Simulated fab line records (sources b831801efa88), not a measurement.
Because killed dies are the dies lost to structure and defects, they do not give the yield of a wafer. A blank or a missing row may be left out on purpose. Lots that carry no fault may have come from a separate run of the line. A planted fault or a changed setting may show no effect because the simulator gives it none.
Commonality check across tools :: flow sfqLine :: 15 lots, 45 wafers sampled

REASON IT WAS OPENED
Of 15 lots, 3 have the reading M4_NB_RS flagged at SFQ_M4_RS_MEAS_924. No-fault wafers: 0.890 ohm/sq, standard deviation 0.011.
Rule: a lot is flagged when every wafer of it that has a number lies more than 4 standard deviations from that mean, or none has a number. The rest of the lots are taken to be sound.

lot: L884
measured: day 43 15:30
on: filmMetro-02
M4_NB_RS (ohm/sq), wafer by wafer: 0.446 0.448 0.441
flag: FLAGGED

lot: L885
measured: day 44 05:33
on: filmMetro-02
M4_NB_RS (ohm/sq), wafer by wafer: 0.439 0.447 0.445
flag: FLAGGED

lot: L886
measured: day 44 09:09
on: filmMetro-02
M4_NB_RS (ohm/sq), wafer by wafer: 0.440 0.443 0.442
flag: FLAGGED

lot: L889
measured: day 45 05:19
on: filmMetro-01
M4_NB_RS (ohm/sq), wafer by wafer: 0.886 0.895 0.891
flag: 

lot: L895
measured: day 48 16:05
on: filmMetro-03
M4_NB_RS (ohm/sq), wafer by wafer: 0.909 0.903 0.899
flag: 

lot: L896
measured: day 48 20:56
on: filmMetro-02
M4_NB_RS (ohm/sq), wafer by wafer: 0.873 0.877 0.868
flag: 

lot: L897
measured: day 48 22:06
on: filmMetro-01
M4_NB_RS (ohm/sq), wafer by wafer: 0.881 0.902 0.888
flag: 

lot: L899
measured: day 49 08:50
on: filmMetro-02
M4_NB_RS (ohm/sq), wafer by wafer: 0.900 0.894 0.901
flag: 

lot: L900
measured: day 49 12:26
on: filmMetro-03
M4_NB_RS (ohm/sq), wafer by wafer: 0.896 0.884 0.878
flag: 

lot: L901
measured: day 49 14:50
on: filmMetro-01
M4_NB_RS (ohm/sq), wafer by wafer: 0.897 0.905 0.898
flag: 

lot: L902
measured: day 49 19:39
on: filmMetro-01
M4_NB_RS (ohm/sq), wafer by wafer: 0.888 0.882 0.892
flag: 

lot: L903
measured: day 49 23:14
on: filmMetro-02
M4_NB_RS (ohm/sq), wafer by wafer: 0.885 0.874 0.869
flag: 

lot: L904
measured: day 50 05:13
on: filmMetro-01
M4_NB_RS (ohm/sq), wafer by wafer: 0.897 0.890 0.881
flag: 

lot: L905
measured: day 50 11:14
on: filmMetro-01
M4_NB_RS (ohm/sq), wafer by wafer: 0.907 0.912 0.914
flag: 

lot: L906
measured: day 51 22:52
on: filmMetro-01
M4_NB_RS (ohm/sq), wafer by wafer: 0.877 0.888 0.872
flag: 
Average over the flagged lots: 0.443 ohm/sq; offset from the usual -0.447 ohm/sq, equal to -41 standard deviations.

EACH LOT AND THE TOOL IT RAN ON
The record keeps 1 process step preceding the reading, out of 325 steps on the route. Every cell lists first the tool, next ch and the chambers used by the sampled wafers, and last the start.
lot: L884
flag: FLAGGED
SFQ_TRILAYER_M4_DEP_SPUTTER_091: pvdSputter-04, day 43 15:09

lot: L885
flag: FLAGGED
SFQ_TRILAYER_M4_DEP_SPUTTER_091: pvdSputter-05, day 44 05:12

lot: L886
flag: FLAGGED
SFQ_TRILAYER_M4_DEP_SPUTTER_091: pvdSputter-05, day 44 08:48

lot: L889
flag: 
SFQ_TRILAYER_M4_DEP_SPUTTER_091: pvdSputter-06, day 45 05:12

lot: L895
flag: 
SFQ_TRILAYER_M4_DEP_SPUTTER_091: pvdSputter-05, day 48 15:59

lot: L896
flag: 
SFQ_TRILAYER_M4_DEP_SPUTTER_091: pvdSputter-06, day 48 20:48

lot: L897
flag: 
SFQ_TRILAYER_M4_DEP_SPUTTER_091: pvdSputter-05, day 48 21:59

lot: L899
flag: 
SFQ_TRILAYER_M4_DEP_SPUTTER_091: pvdSputter-05, day 49 08:43

lot: L900
flag: 
SFQ_TRILAYER_M4_DEP_SPUTTER_091: pvdSputter-04, day 49 12:19

lot: L901
flag: 
SFQ_TRILAYER_M4_DEP_SPUTTER_091: pvdSputter-05, day 49 14:43

lot: L902
flag: 
SFQ_TRILAYER_M4_DEP_SPUTTER_091: pvdSputter-04, day 49 19:31

lot: L903
flag: 
SFQ_TRILAYER_M4_DEP_SPUTTER_091: pvdSputter-06, day 49 23:07

lot: L904
flag: 
SFQ_TRILAYER_M4_DEP_SPUTTER_091: pvdSputter-04, day 50 05:07

lot: L905
flag: 
SFQ_TRILAYER_M4_DEP_SPUTTER_091: pvdSputter-05, day 50 11:07

lot: L906
flag: 
SFQ_TRILAYER_M4_DEP_SPUTTER_091: pvdSputter-06, day 51 22:46
These steps, and what they do:
- SFQ_TRILAYER_M4_DEP_SPUTTER_091: material Nb, target thk 200 nm, time 133.3 s.
- SFQ_M4_RS_MEAS_924: measures by four-point-probe.

FLAGGED AGAINST TOTAL, ONE TOOL AT A TIME (gauges that did the reading follow at the end)
step: SFQ_TRILAYER_M4_DEP_SPUTTER_091
tool: pvdSputter-04
lots run: 4
flagged: 1
share of the flagged lots: some
sound lots run after its first flagged lot: 3 (L900,L902,L904)

step: SFQ_TRILAYER_M4_DEP_SPUTTER_091
tool: pvdSputter-05
lots run: 7
flagged: 2
share of the flagged lots: some
sound lots run after its first flagged lot: 5 (L895,L897,L899,L901,L905)

step: SFQ_TRILAYER_M4_DEP_SPUTTER_091
tool: pvdSputter-06
lots run: 4
flagged: 0
share of the flagged lots: none
sound lots run after its first flagged lot: -

step: SFQ_M4_RS_MEAS_924
tool: filmMetro-01
lots run: 7
flagged: 0
share of the flagged lots: none
sound lots run after its first flagged lot: -

step: SFQ_M4_RS_MEAS_924
tool: filmMetro-02
lots run: 6
flagged: 3
share of the flagged lots: all
sound lots run after its first flagged lot: 3 (L896,L899,L903)

step: SFQ_M4_RS_MEAS_924
tool: filmMetro-03
lots run: 2
flagged: 0
share of the flagged lots: none
sound lots run after its first flagged lot: -

WHAT THE TABLE ALLOWS
1 row of the table ran every flagged lot: filmMetro-02 at SFQ_M4_RS_MEAS_924.
- filmMetro-02 at SFQ_M4_RS_MEAS_924: 3 of its 6 lots flagged. After the first flagged lot (L896, L899, L903), sound lots still ran on it; a lasting fault on the whole tool would not permit that.
There is no row in the table that ran each flagged lot and no sound lot after the first.

WHAT THE SIMULATOR HAD PUT IN
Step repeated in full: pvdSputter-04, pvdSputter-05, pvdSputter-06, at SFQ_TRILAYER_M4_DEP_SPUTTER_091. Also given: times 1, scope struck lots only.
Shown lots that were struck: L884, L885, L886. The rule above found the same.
